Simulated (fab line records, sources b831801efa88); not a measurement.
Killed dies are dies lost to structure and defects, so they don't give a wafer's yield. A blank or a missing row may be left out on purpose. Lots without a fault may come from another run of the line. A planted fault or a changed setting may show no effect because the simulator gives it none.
One fault seen from 2 desks | flow gf180mcu | each desk has only its own numbers; what lay behind them comes last

THE TOOL OWNER'S DESK: implanter-03
The tool's own readings at GF_LVPWELL_IMPLANT_09: means of the sampled wafers that have a number, for each lot that ran on this tool. A lot is out of limits, marked OUT, if its mean lies more than 4 standard deviations from the usual mean; the brackets give that distance.
Columns: A = beam_energy_keV at GF_LVPWELL_IMPLANT_09, usual 59.999
lot  | first seen here | A
L331 | day 4 02:52     | 59.988
L337 | day 5 17:43     | 59.996
L339 | day 6 00:44     | 53.920 (-99 or more) OUT
L344 | day 7 07:23     | 53.923 (-99 or more) OUT
This desk's finding: out of limits on L339, L344; first on L339, day 6 00:44 (beam_energy_keV at GF_LVPWELL_IMPLANT_09). In limits: L331, L337.

THE METROLOGY DESK
What the gauges read, lot by lot, whatever tool the lot ran on: means of the sampled wafers that have a number. A lot is out of limits, marked OUT, if its mean lies more than 4 standard deviations from the usual mean; the brackets give that distance.
Columns: A = LVPWELL_RS at GF_VT_IMPLANT_RS_MEAS_48, usual 1197 ohm/sq; B = V1_CVD_02_THK at GF_V1_THK_MEAS_03, usual 849 nm
lot  | first seen here | A    | B
L330 | day 7 13:50     | 1200 | 846
L331 | day 8 00:10     | 1199 | 837
L332 | day 8 04:29     | 1198 | 854
L333 | day 8 12:11     | 1198 | 856
L335 | day 9 02:52     | 1200 | 861
L336 | day 9 05:07     | 1195 | 846
L337 | day 9 22:46     | 1195 | 836
L338 | day 10 03:44    | 1195 | 865
L339 | day 10 06:56    | 1189 | 862
L344 | day 11 17:34    | 1186 | 859
L347 | day 12 11:26    | 1200 | 834
L350 | day 13 07:37    | 1191 | 833
L351 | day 13 15:01    | 1192 | 841
L353 | day 14 03:41    | 1192 | 861
This desk's finding: nothing out of limits on any of the 14 lots.

PUT TOGETHER
The tool owner's desk could have raised an alarm at day 6 00:44, on L339, L344.
The metrology desk saw nothing out of limits.
The metrology desk has L339, L344 on record, within its limits.
Of the lots named, all ran GF_LVPWELL_IMPLANT_09 on implanter-03.

WHAT THE SIMULATOR HAD PUT IN
Process parameter drift: implanter-03, from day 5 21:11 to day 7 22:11, at GF_LVPWELL_IMPLANT_09. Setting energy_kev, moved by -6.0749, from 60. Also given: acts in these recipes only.
Lots struck among those shown: L339, L344.
Hours from the fault's start to each desk's first reading out of limits: the tool owner's desk, 4.
